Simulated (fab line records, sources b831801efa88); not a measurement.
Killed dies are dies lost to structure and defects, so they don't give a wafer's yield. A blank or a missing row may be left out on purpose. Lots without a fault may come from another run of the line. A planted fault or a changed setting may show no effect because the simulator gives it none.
Which tool did it? | flow sky130 | 12 lots, 36 wafers sampled, at 4 steps of a route of 708

WHAT THE GAUGES READ, wafer by wafer
SKY_VIA3_THK_MEAS_23: measures by xrf. Usual: VIA3_W_THK 397 nm, standard deviation 6.1.
lot  | measured     | on            | VIA3_W_THK (nm) | flag
L966 | day 40 01:47 | film_metro-02 | 396 405 392     |
L967 | day 40 10:01 | film_metro-01 | 397 387 396     |
L968 | day 40 14:05 | film_metro-04 | 401 402 395     |
L969 | day 41 00:52 | film_metro-04 | 396 398 397     |
L970 | day 41 05:58 | film_metro-04 | 390 399 405     |
L972 | day 41 22:14 | film_metro-02 | 386 395 396     |
L973 | day 42 06:37 | film_metro-01 | 404 394 396     |
L974 | day 42 19:23 | film_metro-04 | 393 398 400     |
L983 | day 44 22:59 | film_metro-02 | 398 396 391     |
L984 | day 45 03:22 | film_metro-02 | 400 396 401     |
L985 | day 45 11:16 | film_metro-02 | 399 402 393     |
L986 | day 45 12:06 | film_metro-01 | 401 399 394     |

SKY_PAD_OPEN_BOW_MEAS_13. Usual: PAD_OPEN_BOW 44 um, standard deviation 8.7.
lot  | measured     | on            | PAD_OPEN_BOW (um) | flag
L966 | day 46 02:26 | film_metro-02 | 49 51 52          |
L967 | day 46 11:34 | film_metro-03 | 58 50 48          |
L968 | day 46 13:13 | film_metro-02 | 42 26 46          |
L969 | day 46 22:06 | film_metro-02 | 50 58 48          |
L970 | day 47 02:50 | film_metro-03 | 39 36 33          |
L972 | day 47 14:38 | film_metro-02 | 46 40 46          |
L973 | day 47 21:13 | film_metro-03 | 40 36 33          |
L974 | day 48 09:44 | film_metro-04 | 59 45 53          |
L983 | day 50 03:16 | film_metro-02 | 57 43 44          |
L984 | day 50 04:23 | film_metro-02 | 53 39 50          |
L985 | day 50 11:54 | film_metro-03 | 48 48 54          |
L986 | day 50 13:48 | film_metro-02 | 49 52 47          |

WHICH TOOL RAN EACH LOT (tool, then ch and the chambers of the sampled wafers, then the start)
lot  | SKY_CAP2M_CVD_00                | SKY_PAD_OPEN_ETCH_07
L966 | pecvd-03 ch 0,2, day 40 02:16   | rie_diel-01 ch 1,2, day 45 23:51
L967 | pecvd-04 ch 0,1, day 40 10:31   | rie_diel-02 ch 0,1,2, day 46 09:08
L968 | pecvd-03 ch 0,2, day 40 14:35   | rie_diel-01 ch 1,3, day 46 10:58
L969 | pecvd-04 ch 0,1,2, day 41 01:22 | rie_diel-02 ch 1,2,3, day 46 19:34
L970 | pecvd-04 ch 0,1,2, day 41 06:28 | rie_diel-03 ch 0,2, day 47 00:35
L972 | pecvd-02 ch 1,2, day 41 22:44   | rie_diel-01 ch 0,2, day 47 12:25
L973 | pecvd-04 ch 1,2, day 42 07:08   | rie_diel-02 ch 1,2,3, day 47 18:30
L974 | pecvd-02 ch 0,2, day 42 19:53   | rie_diel-03 ch 0,2, day 48 07:32
L983 | pecvd-04 ch 0,2, day 44 23:28   | rie_diel-02 ch 0,1, day 50 01:02
L984 | pecvd-04 ch 0,1, day 45 03:52   | rie_diel-03 ch 0,2,3, day 50 02:11
L985 | pecvd-03 ch 1,2, day 45 11:59   | rie_diel-02 ch 0,2,3, day 50 09:42
L986 | pecvd-02 ch 1,2, day 45 12:37   | rie_diel-02 ch 1,2, day 50 11:34
- SKY_CAP2M_CVD_00: deposits SiO2, target thk 15.5 nm.
- SKY_PAD_OPEN_ETCH_07: etches the open film in CF4/O2, stops on AlCu, target depth 725 nm, time 161.1 s.

WHAT THE TOOLS THEMSELVES READ (means of the sampled wafers that have a number; where no wafer has one, the mark that the record gives instead)
SKY_CAP2M_CVD_00. Usual: heater_power_w 751 W, standard deviation 73.
lot  | tool     | heater_power_w (W) | flag
L966 | pecvd-03 | 759                |
L967 | pecvd-04 | 786                |
L968 | pecvd-03 | 736                |
L969 | pecvd-04 | 762                |
L970 | pecvd-04 | 785                |
L972 | pecvd-02 | 687                |
L973 | pecvd-04 | 691                |
L974 | pecvd-02 | 797                |
L983 | pecvd-04 | 745                |
L984 | pecvd-04 | 820                |
L985 | pecvd-03 | 694                |
L986 | pecvd-02 | 760                |

SKY_PAD_OPEN_ETCH_07. Usual: drypump_motor_current_A 5.6 A, standard deviation 0.52; oes_product_au 0.975 a.u., standard deviation 0.0071; throttle_valve_pct 5.964 %, standard deviation 0.0097.
lot  | tool        | drypump_motor_current_A (A) | oes_product_au (a.u.) | throttle_valve_pct (%) | flag
L966 | rie_diel-01 | 5.8                         | 0.974                 | 5.966                  |
L967 | rie_diel-02 | 5.2                         | 0.978                 | 5.975                  |
L968 | rie_diel-01 | 5.6                         | 0.978                 | 5.968                  |
L969 | rie_diel-02 | 5.7                         | 0.972                 | 5.961                  |
L970 | rie_diel-03 | 5.0                         | 0.980                 | 5.966                  |
L972 | rie_diel-01 | 6.0                         | 0.970                 | 5.973                  |
L973 | rie_diel-02 | 5.7                         | 0.976                 | 5.957                  |
L974 | rie_diel-03 | 5.5                         | 0.976                 | 5.971                  |
L983 | rie_diel-02 | 5.1                         | 0.981                 | 5.972                  |
L984 | rie_diel-03 | 5.4                         | 0.966                 | 5.960                  |
L985 | rie_diel-02 | 5.7                         | 0.980                 | 5.963                  |
L986 | rie_diel-02 | 5.4                         | 0.977                 | 5.967                  |

THE ANSWER, worked out from the rows above alone
Rule: a lot is off if the mean of its wafers that have a number lies more than 3 standard deviations from the usual mean. A lot without any number at a reading at which 4 lots or more have one is off too. The other lots that the step has rows for count as sound. The gauges are gone through in route order, then the tools' own readings, and for those a lot's mean is taken as printed above. The first step at which some lot is off is used, and at that step the reading that is off furthest; a lot without a number counts as furthest.
No lot is off at any reading shown: from this, nothing can be told.

WHAT THE SIMULATOR HAD PUT IN
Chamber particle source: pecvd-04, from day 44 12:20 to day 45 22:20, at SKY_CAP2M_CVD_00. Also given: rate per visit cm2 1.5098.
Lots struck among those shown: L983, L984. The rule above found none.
